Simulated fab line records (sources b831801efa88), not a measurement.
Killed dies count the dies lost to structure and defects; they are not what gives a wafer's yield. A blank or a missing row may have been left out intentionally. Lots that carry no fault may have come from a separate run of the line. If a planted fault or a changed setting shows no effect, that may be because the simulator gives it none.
Which tool is to blame? || flow sky130 || 42 wafers from 14 lots sampled at 3 of the route's 708 steps

== WHAT EACH GAUGE READ, for each wafer ==
SKY_CAPM_OVL_MEAS_12.
{"lot": "L435", "measured": "day 36 21:31", "on": "overlay-02", "CAPM_OVL (nm)": "-0.9 -0.3 0.2"}
{"lot": "L437", "measured": "day 37 06:29", "on": "overlay-01", "CAPM_OVL (nm)": "-0.7 1.3 -0.6"}
{"lot": "L436", "measured": "day 37 10:17", "on": "overlay-01", "CAPM_OVL (nm)": "1.5 3.5 1.7"}
{"lot": "L438", "measured": "day 38 04:49", "on": "overlay-02", "CAPM_OVL (nm)": "-0.9 -1.3 0.7"}
{"lot": "L440", "measured": "day 38 23:14", "on": "overlay-01", "CAPM_OVL (nm)": "-0.8 -1.8 1.6"}
{"lot": "L442", "measured": "day 39 12:29", "on": "overlay-02", "CAPM_OVL (nm)": "-3.0 -2.6 0.5"}
{"lot": "L443", "measured": "day 39 14:00", "on": "overlay-02", "CAPM_OVL (nm)": "-0.6 -0.1 -2.3"}
{"lot": "L444", "measured": "day 40 01:07", "on": "overlay-01", "CAPM_OVL (nm)": "3.0 2.4 5.4"}
{"lot": "L445", "measured": "day 40 06:22", "on": "overlay-02", "CAPM_OVL (nm)": "0.2 -0.4 -0.6"}
{"lot": "L446", "measured": "day 40 13:12", "on": "overlay-01", "CAPM_OVL (nm)": "2.3 1.6 3.9"}
{"lot": "L447", "measured": "day 41 00:43", "on": "overlay-02", "CAPM_OVL (nm)": "1.4 0.9 -0.5"}
{"lot": "L455", "measured": "day 44 00:18", "on": "overlay-01", "CAPM_OVL (nm)": "1.1 -0.7 2.6"}
{"lot": "L457", "measured": "day 44 01:20", "on": "overlay-01", "CAPM_OVL (nm)": "-0.6 -1.2 -1.9"}
{"lot": "L458", "measured": "day 45 09:45", "on": "overlay-02", "CAPM_OVL (nm)": "-1.2 -0.9 -2.2"}

== WHAT TOOL EACH LOT RAN ON (gives the tool, then ch and the chambers of the sampled wafers, and finally the start) ==
{"lot": "L435", "SKY_METAL3_SPUTTER_02": "pvd-sputter-01, day 35 19:05", "SKY_METAL3_SPUTTER_04": "pvd-sputter-01, day 35 19:09"}
{"lot": "L437", "SKY_METAL3_SPUTTER_02": "pvd-sputter-04, day 36 04:37", "SKY_METAL3_SPUTTER_04": "pvd-sputter-04, day 36 04:41"}
{"lot": "L436", "SKY_METAL3_SPUTTER_02": "pvd-sputter-02, day 36 07:26", "SKY_METAL3_SPUTTER_04": "pvd-sputter-02, day 36 07:29"}
{"lot": "L438", "SKY_METAL3_SPUTTER_02": "pvd-sputter-01, day 37 02:45", "SKY_METAL3_SPUTTER_04": "pvd-sputter-01, day 37 02:48"}
{"lot": "L440", "SKY_METAL3_SPUTTER_02": "pvd-sputter-01, day 37 21:42", "SKY_METAL3_SPUTTER_04": "pvd-sputter-01, day 37 21:46"}
{"lot": "L442", "SKY_METAL3_SPUTTER_02": "pvd-sputter-02, day 38 11:50", "SKY_METAL3_SPUTTER_04": "pvd-sputter-02, day 38 11:53"}
{"lot": "L443", "SKY_METAL3_SPUTTER_02": "pvd-sputter-04, day 38 12:59", "SKY_METAL3_SPUTTER_04": "pvd-sputter-04, day 38 13:02"}
{"lot": "L444", "SKY_METAL3_SPUTTER_02": "pvd-sputter-02, day 38 23:42", "SKY_METAL3_SPUTTER_04": "pvd-sputter-02, day 38 23:46"}
{"lot": "L445", "SKY_METAL3_SPUTTER_02": "pvd-sputter-02, day 39 05:46", "SKY_METAL3_SPUTTER_04": "pvd-sputter-02, day 39 05:50"}
{"lot": "L446", "SKY_METAL3_SPUTTER_02": "pvd-sputter-01, day 39 12:50", "SKY_METAL3_SPUTTER_04": "pvd-sputter-01, day 39 12:53"}
{"lot": "L447", "SKY_METAL3_SPUTTER_02": "pvd-sputter-04, day 39 23:36", "SKY_METAL3_SPUTTER_04": "pvd-sputter-04, day 39 23:39"}
{"lot": "L455", "SKY_METAL3_SPUTTER_02": "pvd-sputter-04, day 43 01:58", "SKY_METAL3_SPUTTER_04": "pvd-sputter-04, day 43 02:02"}
{"lot": "L457", "SKY_METAL3_SPUTTER_02": "pvd-sputter-01, day 43 02:40", "SKY_METAL3_SPUTTER_04": "pvd-sputter-01, day 43 02:44"}
{"lot": "L458", "SKY_METAL3_SPUTTER_02": "pvd-sputter-02, day 44 12:34", "SKY_METAL3_SPUTTER_04": "pvd-sputter-02, day 44 12:37"}
- SKY_METAL3_SPUTTER_02: material AlCu, target thk 735 nm, time 39.1 s.
- SKY_METAL3_SPUTTER_04: material TiN, target thk 70 nm, time 58.3 s.

== WHAT THE TOOLS THEMSELVES READ (means of the sampled wafers that have a number; where no wafer has one, the mark that the record gives instead) ==
SKY_METAL3_SPUTTER_02.
{"lot": "L435", "tool": "pvd-sputter-01", "cathode-dc-power-W (W)": 10601, "chamber-pressure-pa (Pa)": 0.3997, "throttle-valve-pct (%)": 30.0}
{"lot": "L437", "tool": "pvd-sputter-04", "cathode-dc-power-W (W)": 10600, "chamber-pressure-pa (Pa)": 0.3999, "throttle-valve-pct (%)": 29.5}
{"lot": "L436", "tool": "pvd-sputter-02", "cathode-dc-power-W (W)": 10598, "chamber-pressure-pa (Pa)": 0.3999, "throttle-valve-pct (%)": 29.9}
{"lot": "L438", "tool": "pvd-sputter-01", "cathode-dc-power-W (W)": 10600, "chamber-pressure-pa (Pa)": 0.3999, "throttle-valve-pct (%)": 29.5}
{"lot": "L440", "tool": "pvd-sputter-01", "cathode-dc-power-W (W)": 10600, "chamber-pressure-pa (Pa)": 0.4006, "throttle-valve-pct (%)": 30.3}
{"lot": "L442", "tool": "pvd-sputter-02", "cathode-dc-power-W (W)": 10599, "chamber-pressure-pa (Pa)": 0.4002, "throttle-valve-pct (%)": 30.0}
{"lot": "L443", "tool": "pvd-sputter-04", "cathode-dc-power-W (W)": 10599, "chamber-pressure-pa (Pa)": 0.3991, "throttle-valve-pct (%)": 30.4}
{"lot": "L444", "tool": "pvd-sputter-02", "cathode-dc-power-W (W)": 10598, "chamber-pressure-pa (Pa)": 0.4009, "throttle-valve-pct (%)": 30.0}
{"lot": "L445", "tool": "pvd-sputter-02", "cathode-dc-power-W (W)": 10600, "chamber-pressure-pa (Pa)": 0.4004, "throttle-valve-pct (%)": 29.6}
{"lot": "L446", "tool": "pvd-sputter-01", "cathode-dc-power-W (W)": 10600, "chamber-pressure-pa (Pa)": 0.3997, "throttle-valve-pct (%)": 30.1}
{"lot": "L447", "tool": "pvd-sputter-04", "cathode-dc-power-W (W)": 10599, "chamber-pressure-pa (Pa)": 0.3999, "throttle-valve-pct (%)": 29.8}
{"lot": "L455", "tool": "pvd-sputter-04", "cathode-dc-power-W (W)": 10598, "chamber-pressure-pa (Pa)": 0.3996, "throttle-valve-pct (%)": 30.1}
{"lot": "L457", "tool": "pvd-sputter-01", "cathode-dc-power-W (W)": 10597, "chamber-pressure-pa (Pa)": 0.3996, "throttle-valve-pct (%)": 29.2}
{"lot": "L458", "tool": "pvd-sputter-02", "cathode-dc-power-W (W)": 10601, "chamber-pressure-pa (Pa)": 0.3999, "throttle-valve-pct (%)": 30.0}

SKY_METAL3_SPUTTER_04.
{"lot": "L435", "tool": "pvd-sputter-01", "cathode-dc-power-W (W)": 6499.3, "chamber-pressure-pa (Pa)": 0.3997, "throttle-valve-pct (%)": 30.1}
{"lot": "L437", "tool": "pvd-sputter-04", "cathode-dc-power-W (W)": 6500.1, "chamber-pressure-pa (Pa)": 0.4001, "throttle-valve-pct (%)": 29.5}
{"lot": "L436", "tool": "pvd-sputter-02", "cathode-dc-power-W (W)": 6500.0, "chamber-pressure-pa (Pa)": 0.4006, "throttle-valve-pct (%)": 30.1}
{"lot": "L438", "tool": "pvd-sputter-01", "cathode-dc-power-W (W)": 6499.6, "chamber-pressure-pa (Pa)": 0.3994, "throttle-valve-pct (%)": 29.5}
{"lot": "L440", "tool": "pvd-sputter-01", "cathode-dc-power-W (W)": 6500.0, "chamber-pressure-pa (Pa)": 0.3999, "throttle-valve-pct (%)": 30.4}
{"lot": "L442", "tool": "pvd-sputter-02", "cathode-dc-power-W (W)": 6499.9, "chamber-pressure-pa (Pa)": 0.4007, "throttle-valve-pct (%)": 29.9}
{"lot": "L443", "tool": "pvd-sputter-04", "cathode-dc-power-W (W)": 6499.6, "chamber-pressure-pa (Pa)": 0.4000, "throttle-valve-pct (%)": 30.3}
{"lot": "L444", "tool": "pvd-sputter-02", "cathode-dc-power-W (W)": 6499.8, "chamber-pressure-pa (Pa)": 0.3999, "throttle-valve-pct (%)": 30.0}
{"lot": "L445", "tool": "pvd-sputter-02", "cathode-dc-power-W (W)": 6499.1, "chamber-pressure-pa (Pa)": 0.3998, "throttle-valve-pct (%)": 29.6}
{"lot": "L446", "tool": "pvd-sputter-01", "cathode-dc-power-W (W)": 6499.6, "chamber-pressure-pa (Pa)": 0.3995, "throttle-valve-pct (%)": 30.0}
{"lot": "L447", "tool": "pvd-sputter-04", "cathode-dc-power-W (W)": 6499.4, "chamber-pressure-pa (Pa)": 0.4007, "throttle-valve-pct (%)": 29.8}
{"lot": "L455", "tool": "pvd-sputter-04", "cathode-dc-power-W (W)": "-", "chamber-pressure-pa (Pa)": "-", "throttle-valve-pct (%)": "-"}
{"lot": "L457", "tool": "pvd-sputter-01", "cathode-dc-power-W (W)": "-", "chamber-pressure-pa (Pa)": "-", "throttle-valve-pct (%)": "-"}
{"lot": "L458", "tool": "pvd-sputter-02", "cathode-dc-power-W (W)": 6499.9, "chamber-pressure-pa (Pa)": 0.3998, "throttle-valve-pct (%)": 29.8}

== THE ANSWER, worked out from the rows above alone ==
Rule: usual is defined by the lots themselves. Put in order of their means at a reading, lots are off if they are a third of the lots or fewer, leave a main group of 4 or more, and stand apart from it by a gap of 3 or more times the standard deviation of the main group's means; of several such gaps the widest counts. A main group whose means are all the same, to the digits that the tables above print for the reading, isn't used. Also off: a lot with no number at a reading for which 4 or more lots have one. All remaining lots with rows at the step are treated as sound. First the gauges in route order, then the tools' own readings, where a lot's mean is used as printed above. At the first step where some lot is off, the reading lying furthest off is the one used; lots without a number count as furthest.
Off: L455, L457 (SKY_METAL3_SPUTTER_04, cathode-dc-power-W). Without a number there: L455, L457. The main group has a mean of 6499.7 W with a standard deviation of 0.3.
If a tool, at that step or one of the process steps before it, ran each lot that is off and ran no sound lot following the first of them, it fits. Of those tried, none fits.

== WHAT THE SIMULATOR PUT IN ==
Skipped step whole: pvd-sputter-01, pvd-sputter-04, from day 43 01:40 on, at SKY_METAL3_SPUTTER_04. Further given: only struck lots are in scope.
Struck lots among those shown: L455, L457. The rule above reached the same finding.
